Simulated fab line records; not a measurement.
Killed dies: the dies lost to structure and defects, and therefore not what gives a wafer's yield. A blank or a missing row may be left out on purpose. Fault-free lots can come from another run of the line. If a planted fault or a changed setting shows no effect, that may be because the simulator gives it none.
Comparing a struck lot with a sound one :: flow gf180mcu :: 37 steps out of a route of 602
Sound: these wafers, L924.1, L924.2, L924.6. Struck: wafer L939.5. (L939.3, L939.4 of the same lot were not struck and are left out.) The cause comes at the end.
Order at every step that has rows: each side's tool, ch and its chambers, its first start. Under that, the readings that differ: sound wafers :: struck wafers :: difference of the means :: sigmas: that difference in standard deviations of wafers without a fault.
alike: same words and numbers on both sides, and readings whose means sit less than 2 such deviations apart. not compared: any withheld reading, any reading some wafer has no value for, any bound like >300 that may hide the same value, and any number with overlapping values for which the record gives no deviation.
Wherever a step has rows on one side only, a row that says differs or no value, or a row with sigmas, the two part there. When numbers do not overlap yet have no deviation, they are printed without sigmas and do not part them. A reading missing from all wafers of one side parts the sides only when that side holds two or more wafers.

first, 2 steps without rows for these wafers: GF_M4_PEB_12 (peb time 90 s); GF_M4_DEVELOP_13 (develop time 60 s).
GF_M4_CD_MEAS_14: target cd 280 nm.
  struck on cd-sem-01, day 28 22:15; sound on cd-sem-01, day 24 11:07
reading: cd-nm (nm)
sound: 281.9 282.4 282.8
struck: 279.6
difference: -2.8
sigmas: -2
GF_M4_OVL_MEAS_15:
  struck on overlay-02, day 28 22:21; sound on overlay-02, day 24 11:14
  alike: M4_OVL
GF_M4_METAL_ETCH_16: etches the open film in Cl2/BCl3, stops on SiO2, target depth 627.5 nm, time 104.6 s.
  sound on rie-metal-02 ch 0,1, day 24 11:16; struck on rie-metal-02 ch 0, day 28 22:27
  alike: bias-w, drypump-motor-current-A, oes-product-au, throttle-valve-pct
  not compared: rf-hours-counter-h
GF_M4_STRIP_17: strips in O2/N2.
  sound on plasma-asher-01 ch 0,1, day 24 11:23; struck on plasma-asher-04 ch 0, day 28 22:38
reading: heater-power-w (W)
sound: 287 373 284
struck: 369
difference: +54
sigmas: +2
  alike: drypump-motor-current-A, oes-product-au, strip-time-to-endpoint-s
  not compared: rf-hours-counter-h
then, 3 steps without rows for these wafers: GF_M4_STRIP_18 (strips in post etch residue remover, time 1200 s); GF_M4_CLEAN_19 (cleans in DIW); GF_V4_CVD_00 (deposits SiO2, target thk 600 nm, time 100 s).
GF_V4_THK_MEAS_01:
  struck on film-metro-03, day 28 23:13; sound on film-metro-03, day 24 12:00
  alike: V4_CVD_00_THK
GF_V4_CVD_02: deposits SiO2 from TEOS, target thk 850 nm, time 94.851 s.
  sound on pecvd-03 ch 0,1, day 24 12:04; struck on pecvd-03 ch 1, day 28 23:16
  alike: heater-power-w
GF_V4_THK_MEAS_03:
  struck on film-metro-02, day 28 23:21; sound on film-metro-02, day 24 12:08
  alike: V4_CVD_02_THK
GF_V4_CMP_04: polishes SiO2.
  sound on cmp-01 ch 1,2,3, day 24 12:11; struck on cmp-01 ch 1, day 28 23:26
reading: time-to-endpoint-s (s)
sound: 77 84 92
struck: 19
difference: -65
sigmas: -12

reading: model.SiO2_of_V4_CVD_02.thk-nm (nm)
sound: 631.2 630.7 633.1
struck: 790.9
difference: +159.2
sigmas: 
  alike: motor-current-A, slurry-flow-ml-min
GF_V4_BOW_MEAS_05:
  struck on film-metro-03, day 28 23:44; sound on film-metro-02, day 24 12:29
  alike: V4_BOW
then, 8 steps without rows for these wafers: GF_V4_DEHYDRATE_06 (time 60 s); GF_V4_HMDS_07 (prime time 60 s); GF_V4_COAT_08; GF_V4_COAT_09 (resist thk 1000 nm); GF_V4_SOFTBAKE_10 (time 60 s); GF_V4_EXPOSE_11 (exposes mask Via4, target cd 260 nm); GF_V4_PEB_12 (peb time 90 s); GF_V4_DEVELOP_13 (develop time 60 s).
GF_V4_CD_MEAS_14: target cd 260 nm.
  struck on cd-sem-01, day 29 18:40; sound on cd-sem-01, day 25 09:15
  alike: cd-nm
GF_V4_OVL_MEAS_15:
  struck on overlay-01, day 29 18:46; sound on overlay-02, day 25 09:22
  alike: V4_OVL
GF_V4_ETCH_16: etches BARC in N2/H2.
  sound on rie-diel-01 ch 0,1,2, day 25 09:25; struck on rie-diel-01 ch 2, day 29 18:47
  alike: bias-w, drypump-motor-current-A, oes-product-au, throttle-valve-pct
GF_V4_ETCH_17: etches SiO2 in C4F8/O2/Ar, stops on TiN, target depth 630 nm.
  sound on rie-diel-01 ch 0,1,2; struck on rie-diel-01 ch 2
reading: oes-product-au (a.u.)
sound: 0.861 0.851 0.853
struck: 0.971
difference: +0.116
sigmas: +28

reading: model.etch.depth-nm (nm)
sound: 631.2 630.7 633.1
struck: 790.9
difference: +159.2
sigmas: 

reading: model.V4.feature-depth-nm (nm)
sound: 631.2 630.7 633.1
struck: 790.9
difference: +159.2
sigmas: 
  alike: bias-w
then, 3 steps without rows for these wafers: GF_V4_STRIP_18 (strips in O2/N2); GF_V4_STRIP_19 (strips in post etch residue remover, time 1200 s); GF_V4_CLEAN_20 (cleans in DIW).
GF_V4_SPUTTER_21: material Ti, target thk 15 nm, time 80.02 s.
  struck on pvd-sputter-03, day 29 19:29; sound on pvd-sputter-03, day 25 10:04
  alike: throttle-valve-pct
then, 2 steps without rows for these wafers: GF_V4_SPUTTER_22 (material TiN, target thk 10 nm, time 40 s); GF_V4_CVD_23 (deposits W, target thk 350 nm, time 104.9 s).
GF_V4_RS_MEAS_24: uses a four-point probe to measure.
  struck on film-metro-03, day 29 19:44; sound on film-metro-02, day 25 10:17
  alike: V4_W_RS
GF_V4_THK_MEAS_25: measures by xrf.
  struck on film-metro-03, day 29 19:50; sound on film-metro-02, day 25 10:24
  alike: V4_W_THK
GF_V4_CMP_26: polishes, stops on SiO2, t overpolish 15 s, target thk 0 nm.
  sound on cmp-02 ch 0,2,3, day 25 10:34; struck on cmp-01 ch 2, day 29 19:56
reading: motor-current-A (A)
sound: 11.4 11.5 12.0
struck: 10.5
difference: -1.1
sigmas: -2

reading: model.SiO2_of_V4_CVD_02.thk-nm (nm)
sound: 627.4 626.9 629.3
struck: 787.2
difference: +159.3
sigmas: 
  alike: slurry-flow-ml-min
then, 1 step without rows for these wafers: GF_MIM_SPUTTER_00 (material Ti, target thk 37.5 nm, time 150 s).
-- the record jumps here: 4 days lie between the struck wafers' starts before and after (it left off in module MIM and takes up again in module PASSIVATION, whose first step shown is number 602 of the route) --
GF_PASSIVATION_PROBE_99:
  struck on prober-02, day 33 15:25; sound on prober-02, day 29 22:37
reading: model.etest.via4-chain.rc-ohm
sound: 6.341 6.451 6.34
struck: 8.982
difference: +2.605
sigmas: 

reading: model.etest.met5-comb.leak-log10-a-um
sound: -12.05 -11.84 -12
struck: -11.05
difference: +0.91
sigmas: 

WHERE THEY PART
At GF_M4_CD_MEAS_14 first; at GF_V4_CMP_26 last (within this record only).

WHY: whatever the simulator had introduced
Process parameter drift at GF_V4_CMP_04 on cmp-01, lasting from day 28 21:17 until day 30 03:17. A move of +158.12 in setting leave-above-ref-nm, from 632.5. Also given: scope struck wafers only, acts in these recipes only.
